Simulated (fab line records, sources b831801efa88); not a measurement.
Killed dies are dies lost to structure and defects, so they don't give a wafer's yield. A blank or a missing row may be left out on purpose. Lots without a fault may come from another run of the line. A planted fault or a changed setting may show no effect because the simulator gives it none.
Chamber matching | flow sky130 | SKY_LI_CONTACT_ETCH_15 on rie_diel-02: 4 sister chambers
The step etches PSG in C4F8/O2/Ar, stops on Si, target depth 600 nm. 14 wafers are shown with their chamber, then 7 later ones without.

WAFERS WITH THEIR CHAMBER
wafer  | chamber | rf_fwd_power_W (W) | oes_product_au (a.u.)
L075.2 | 3       | 1491               | 0.841
L075.5 | 2       | 1491               | 0.833
L075.6 | 1       | 1499               | 0.835
L079.3 | 1       | 1491               | 0.836
L079.4 | 3       | 1493               | 0.833
L079.5 | 3       | 1492               | 0.838
L083.1 | 1       | 1497               | 0.833
L083.5 | 2       | 1491               | 0.846
L083.6 | 1       | 1492               | 0.836
L085.1 | 0       | 1489               | 0.841
L085.3 | 2       | 1489               | 0.829
L085.5 | 2       | 1486               | 0.836
L087.1 | 2       | 1483               | 0.835
L087.4 | 1       | 1488               | 0.833

SIGNATURES (means of the wafers above)
reading        | chamber 0 | chamber 1 | chamber 2 | chamber 3 | scatter within a chamber
rf_fwd_power_W | 1489.00   | 1493.40   | 1488.00   | 1492.00   | 3.62
oes_product_au | 0.84100   | 0.83460   | 0.83580   | 0.83733   | 0.00448
Rule: a wafer's distance from a chamber is the root of the sum, over the readings, of the square of ((its reading less the chamber's mean) divided by the reading's scatter). The wafer belongs to the nearest chamber; if the next one is less than 2 further off, it can't be placed. The scatter: the root of (the sum of the squares of (reading less its chamber's mean) over the shown wafers, divided by (wafers less chambers)).

WAFERS WITHOUT THEIR CHAMBER
wafer  | rf_fwd_power_W (W) | oes_product_au (a.u.)
L087.6 | 1489               | 0.837
L091.1 | 1488               | 0.837
L091.3 | 1479               | 0.838
L091.5 | 1487               | 0.842
L093.3 | 1490               | 0.837
L093.5 | 1493               | 0.837
L093.6 | 1498               | 0.842

WHICH CHAMBER EACH WENT THROUGH
wafer  | from the rows above               | in truth
L087.6 | can't be placed: 2 or 3 or 0 or 1 | 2
L091.1 | can't be placed: 2 or 0 or 3 or 1 | 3
L091.3 | can't be placed: 2 or 0 or 3 or 1 | 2
L091.5 | can't be placed: 0 or 2 or 3 or 1 | 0
L093.3 | can't be placed: 3 or 2 or 0 or 1 | 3
L093.5 | can't be placed: 3 or 1 or 2 or 0 | 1
L093.6 | can't be placed: 3 or 1 or 0 or 2 | 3
Placed correctly: 0 of 7. Can't be placed from these rows: 7 (the true chamber is among the candidates in 7). Placed wrongly: 0.
